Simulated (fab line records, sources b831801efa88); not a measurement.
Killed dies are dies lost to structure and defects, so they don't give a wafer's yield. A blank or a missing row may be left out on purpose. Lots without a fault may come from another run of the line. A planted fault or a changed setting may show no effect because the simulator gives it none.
Which tool did it? | flow gf180mcu | 24 lots, 72 wafers sampled, at 5 steps of a route of 602

WHAT THE GAUGES READ, wafer by wafer
GF_V2_THK_MEAS_01. Usual: V2_CVD_00_THK 599 nm, standard deviation 5.1.
lot  | measured     | on            | V2_CVD_00_THK (nm) | flag
L074 | day 19 05:28 | film_metro-04 | 603 591 601        |
L075 | day 19 12:44 | film_metro-02 | 597 593 591        |
L076 | day 20 01:18 | film_metro-01 | 593 586 592        |
L077 | day 20 12:13 | film_metro-02 | 601 598 597        |
L078 | day 20 19:16 | film_metro-01 | 602 600 604        |
L079 | day 21 06:47 | film_metro-01 | 598 597 598        |
L080 | day 21 16:23 | film_metro-04 | 597 603 603        |
L081 | day 21 21:34 | film_metro-02 | 600 597 591        |
L082 | day 22 09:26 | film_metro-01 | 600 600 599        |
L083 | day 22 12:51 | film_metro-04 | 595 600 599        |
L084 | day 23 01:57 | film_metro-04 | 593 598 608        |
L085 | day 23 04:33 | film_metro-02 | 605 603 601        |
L086 | day 24 01:56 | film_metro-02 | 599 608 598        |
L087 | day 24 03:26 | film_metro-02 | 601 599 604        |
L088 | day 24 08:33 | film_metro-04 | 601 600 607        |
L089 | day 24 23:47 | film_metro-04 | 598 606 595        |
L090 | day 25 02:19 | film_metro-02 | 607 604 600        |
L091 | day 25 09:08 | film_metro-01 | 596 599 597        |
L092 | day 25 18:55 | film_metro-02 | 591 593 601        |
L093 | day 26 06:44 | film_metro-04 | 587 593 590        |
L094 | day 26 08:47 | film_metro-04 | 600 600 600        |
L096 | day 26 22:47 | film_metro-01 | 602 598 598        |
L095 | day 27 01:19 | film_metro-01 | 594 597 592        |
L097 | day 27 01:26 | film_metro-04 | 594 595 607        |

GF_M3_OVL_MEAS_15. Usual: M3_OVL -2 nm, standard deviation 5.4.
lot  | measured     | on         | M3_OVL (nm) | flag
L074 | day 21 08:40 | overlay-01 | -1 0 8      |
L075 | day 21 15:44 | overlay-02 | -4 -2 -3    |
L076 | day 22 03:58 | overlay-01 | 0 -1 -8     |
L077 | day 22 14:10 | overlay-01 | 3 8 11      |
L078 | day 22 21:54 | overlay-01 | -1 0 -12    |
L079 | day 23 07:56 | overlay-01 | -6 3 -3     |
L080 | day 23 16:16 | overlay-02 | -11 -9 0    |
L081 | day 23 21:01 | overlay-01 | -3 0 -4     |
L082 | day 24 08:53 | overlay-02 | -7 -1 1     |
L083 | day 24 11:33 | overlay-02 | -16 -16 -10 |
L084 | day 25 01:02 | overlay-01 | -2 -1 -2    |
L085 | day 25 02:59 | overlay-01 | -8 -13 -1   |
L086 | day 25 23:17 | overlay-01 | 1 -1 0      |
L087 | day 26 00:43 | overlay-01 | 1 -2 -2     |
L088 | day 26 05:29 | overlay-02 | 4 1 -1      |
L089 | day 26 20:28 | overlay-02 | 3 5 1       |
L090 | day 26 22:11 | overlay-01 | 3 -5 2      |
L091 | day 27 05:07 | overlay-02 | -8 -11 -6   |
L092 | day 27 14:38 | overlay-02 | -7 -3 -2    |
L093 | day 28 01:29 | overlay-01 | -2 -6 -10   |
L094 | day 28 03:22 | overlay-02 | -6 -5 0     |
L096 | day 28 16:32 | overlay-02 | 8 -1 -3     |
L095 | day 28 18:32 | overlay-02 | -2 3 5      |
L097 | day 28 19:14 | overlay-02 | -7 -5 -1    |

GF_V3_OVL_MEAS_15. Usual: V3_OVL -1 nm, standard deviation 5.8.
lot  | measured     | on         | V3_OVL (nm) | flag
L074 | day 22 09:14 | overlay-02 | -4 -7 -7    |
L075 | day 22 15:45 | overlay-02 | 9 -5 -4     |
L076 | day 23 04:00 | overlay-02 | -8 -11 2    |
L077 | day 23 15:05 | overlay-02 | -11 6 -1    |
L078 | day 23 22:17 | overlay-01 | 8 6 6       |
L079 | day 24 07:38 | overlay-02 | -3 -7 -4    |
L080 | day 24 15:58 | overlay-01 | 3 1 -2      |
L081 | day 24 20:00 | overlay-02 | -1 0 2      |
L082 | day 25 08:42 | overlay-01 | -8 1 -2     |
L083 | day 25 09:58 | overlay-01 | 2 -2 10     |
L084 | day 25 23:19 | overlay-01 | -4 -6 2     |
L085 | day 26 01:40 | overlay-01 | -1 2 -5     |
L086 | day 26 20:52 | overlay-01 | 7 13 0      |
L087 | day 26 22:26 | overlay-02 | -6 -1 -5    |
L088 | day 27 03:14 | overlay-02 | -3 -9 -6    |
L089 | day 27 17:04 | overlay-02 | -4 1 7      |
L090 | day 27 19:57 | overlay-01 | 1 3 8       |
L091 | day 28 02:33 | overlay-01 | -6 -7 -13   |
L092 | day 28 11:48 | overlay-01 | -9 -5 -5    |
L093 | day 28 21:30 | overlay-02 | 1 -1 0      |
L094 | day 28 23:50 | overlay-01 | 3 7 -3      |
L096 | day 29 13:21 | overlay-01 | 3 0 -1      |
L095 | day 29 15:07 | overlay-02 | 4 -1 -4     |
L097 | day 29 16:07 | overlay-01 | -10 -10 -7  |

WHICH TOOL RAN EACH LOT (tool, then ch and the chambers of the sampled wafers, then the start)
lot  | GF_V2_ETCH_16                      | GF_M3_METAL_ETCH_16
L074 | rie_diel-03 ch 2,3, day 20 06:49   | rie_metal-02 ch 0,1, day 21 08:43
L075 | rie_diel-02 ch 0,1,3, day 20 14:03 | rie_metal-02 ch 0,1, day 21 15:46
L076 | rie_diel-04 ch 0,1,2, day 21 02:19 | rie_metal-02 ch 0,1, day 22 04:01
L077 | rie_diel-04 ch 0,1,2, day 21 12:30 | rie_metal-03 ch 0,1, day 22 14:13
L078 | rie_diel-04 ch 0,1,2, day 21 19:46 | rie_metal-02 ch 0,1, day 22 21:56
L079 | rie_diel-04 ch 0,2,3, day 22 07:00 | rie_metal-02 ch 1, day 23 08:00
L080 | rie_diel-04 ch 2,3, day 22 15:52   | rie_metal-03 ch 0,1, day 23 16:19
L081 | rie_diel-04 ch 0,1,3, day 22 20:54 | rie_metal-03 ch 0,1, day 23 21:04
L082 | rie_diel-02 ch 0,2, day 23 08:54   | rie_metal-03 ch 0,1, day 24 08:55
L083 | rie_diel-04 ch 0,1,3, day 23 12:09 | rie_metal-04 ch 0,1, day 24 11:35
L084 | rie_diel-02 ch 0,1,3, day 24 01:43 | rie_metal-04 ch 0,1, day 25 01:04
L085 | rie_diel-03 ch 2,3, day 24 03:25   | rie_metal-04 ch 0,1, day 25 03:03
L086 | rie_diel-03 ch 0,1, day 25 00:31   | rie_metal-03 ch 0, day 25 23:26
L087 | rie_diel-04 ch 0,1,2, day 25 01:48 | rie_metal-02 ch 0,1, day 26 00:44
L088 | rie_diel-04 ch 0,1,3, day 25 06:52 | rie_metal-02 ch 0,1, day 26 05:31
L089 | rie_diel-04 ch 2,3, day 25 21:37   | rie_metal-02 ch 0,1, day 26 20:31
L090 | rie_diel-03 ch 0,2, day 26 00:00   | rie_metal-02 ch 0,1, day 26 22:13
L091 | rie_diel-04 ch 0,1,3, day 26 07:07 | rie_metal-03 ch 0,1, day 27 05:10
L092 | rie_diel-03 ch 1,2, day 26 16:49   | rie_metal-02 ch 0,1, day 27 14:42
L093 | rie_diel-03 ch 1,3, day 27 03:55   | rie_metal-03 ch 1, day 28 01:33
L094 | rie_diel-04 ch 0,1,3, day 27 05:39 | rie_metal-03 ch 1, day 28 03:25
L096 | rie_diel-04 ch 0,2,3, day 27 19:16 | rie_metal-03 ch 1, day 28 16:37
L095 | rie_diel-02 ch 1,2,3, day 27 22:04 | rie_metal-02 ch 0,1, day 28 18:34
L097 | rie_diel-03 ch 1,2, day 27 22:31   | rie_metal-03 ch 1, day 28 19:17
- GF_V2_ETCH_16: etches BARC in N2/H2.
- GF_M3_METAL_ETCH_16: etches the open film in Cl2/BCl3, stops on SiO2, target depth 750.8 nm, time 125.1 s.

WHAT THE TOOLS THEMSELVES READ (means of the sampled wafers that have a number; where no wafer has one, the mark that the record gives instead)
GF_V2_ETCH_16. Usual: drypump_motor_current_A 5.8 A, standard deviation 0.38; oes_product_au 0.856 a.u., standard deviation 0.0043; throttle_valve_pct 13.226 %, standard deviation 0.0092.
lot  | tool        | drypump_motor_current_A (A) | oes_product_au (a.u.) | throttle_valve_pct (%) | flag
L074 | rie_diel-03 | 6.2                         | 0.853                 | 13.227                 |
L075 | rie_diel-02 | 6.2                         | 0.858                 | 13.229                 |
L076 | rie_diel-04 | 5.6                         | 0.857                 | 13.223                 |
L077 | rie_diel-04 | 5.6                         | 0.853                 | 13.221                 |
L078 | rie_diel-04 | 5.6                         | 0.861                 | 13.228                 |
L079 | rie_diel-04 | 5.6                         | 0.858                 | 13.231                 |
L080 | rie_diel-04 | 5.7                         | 0.853                 | 13.227                 |
L081 | rie_diel-04 | 5.9                         | 0.857                 | 13.221                 |
L082 | rie_diel-02 | 6.0                         | 0.858                 | 13.228                 |
L083 | rie_diel-04 | 5.9                         | 0.854                 | 13.225                 |
L084 | rie_diel-02 | 6.2                         | 0.860                 | 13.222                 |
L085 | rie_diel-03 | 5.9                         | 0.856                 | 13.224                 |
L086 | rie_diel-03 | 5.7                         | 0.854                 | 13.221                 |
L087 | rie_diel-04 | 5.6                         | 0.852                 | 13.224                 |
L088 | rie_diel-04 | 5.9                         | 0.857                 | 13.228                 |
L089 | rie_diel-04 | 5.7                         | 0.856                 | 13.227                 |
L090 | rie_diel-03 | 5.8                         | 0.856                 | 13.227                 |
L091 | rie_diel-04 | 5.8                         | 0.853                 | 13.227                 |
L092 | rie_diel-03 | 6.2                         | 0.856                 | 13.221                 |
L093 | rie_diel-03 | 5.8                         | 0.858                 | 13.226                 |
L094 | rie_diel-04 | 5.9                         | 0.858                 | 13.233                 |
L096 | rie_diel-04 | 5.6                         | 0.858                 | 13.234                 |
L095 | rie_diel-02 | 6.2                         | 0.856                 | 13.225                 |
L097 | rie_diel-03 | 6.1                         | 0.856                 | 13.227                 |

GF_M3_METAL_ETCH_16. Usual: drypump_motor_current_A 6.18 A, standard deviation 0.2; mfc_cl2_sccm 79.95 sccm, standard deviation 0.25; oes_product_au 0.989 a.u., standard deviation 0.0064; throttle_valve_pct 28.230 %, standard deviation 0.0098.
lot  | tool         | drypump_motor_current_A (A) | mfc_cl2_sccm (sccm) | oes_product_au (a.u.) | throttle_valve_pct (%) | flag
L074 | rie_metal-02 | 6.32                        | 80.08               | 0.978                 | 28.235                 |
L075 | rie_metal-02 | 6.34                        | 80.16               | 0.983                 | 28.238                 |
L076 | rie_metal-02 | 6.33                        | 80.22               | 0.982                 | 28.240                 |
L077 | rie_metal-03 | 6.16                        | 80.05               | 0.990                 | 28.227                 |
L078 | rie_metal-02 | 6.32                        | 80.22               | 0.981                 | 28.238                 |
L079 | rie_metal-02 | 6.34                        | 80.07               | 0.983                 | 28.238                 |
L080 | rie_metal-03 | 6.17                        | 80.15               | 0.994                 | 28.227                 |
L081 | rie_metal-03 | 6.15                        | 79.83               | 0.995                 | 28.226                 |
L082 | rie_metal-03 | 6.14                        | 79.85               | 0.991                 | 28.229                 |
L083 | rie_metal-04 | 5.68                        | 79.80               | 0.995                 | 28.220                 |
L084 | rie_metal-04 | 5.67                        | 79.93               | 0.991                 | 28.229                 |
L085 | rie_metal-04 | 5.84                        | 79.67               | 0.990                 | 28.224                 |
L086 | rie_metal-03 | 6.15                        | 80.00               | 0.992                 | 28.235                 |
L087 | rie_metal-02 | 6.35                        | 79.81               | 0.991                 | 28.239                 |
L088 | rie_metal-02 | 6.30                        | 80.01               | 0.989                 | 28.233                 |
L089 | rie_metal-02 | 6.30                        | 80.38               | 0.982                 | 28.228                 |
L090 | rie_metal-02 | 6.31                        | 79.87               | 0.986                 | 28.231                 |
L091 | rie_metal-03 | 6.12                        | 80.20               | 0.988                 | 28.231                 |
L092 | rie_metal-02 | 6.32                        | 80.02               | 0.987                 | 28.236                 |
L093 | rie_metal-03 | 6.17                        | 79.49               | 0.997                 | 28.220                 |
L094 | rie_metal-03 | 6.17                        | 79.99               | 0.992                 | 28.230                 |
L096 | rie_metal-03 | 6.17                        | 80.01               | 0.991                 | 28.221                 |
L095 | rie_metal-02 | 6.30                        | 80.21               | 0.989                 | 28.224                 |
L097 | rie_metal-03 | 6.16                        | 79.85               | 0.989                 | 28.231                 |

THE ANSWER, worked out from the rows above alone
Rule: a lot is off if the mean of its wafers that have a number lies more than 3 standard deviations from the usual mean. A lot without any number at a reading at which 4 lots or more have one is off too. The other lots that the step has rows for count as sound. The gauges are gone through in route order, then the tools' own readings, and for those a lot's mean is taken as printed above. The first step at which some lot is off is used, and at that step the reading that is off furthest; a lot without a number counts as furthest.
No lot is off at any reading shown: from this, nothing can be told.

WHAT THE SIMULATOR HAD PUT IN
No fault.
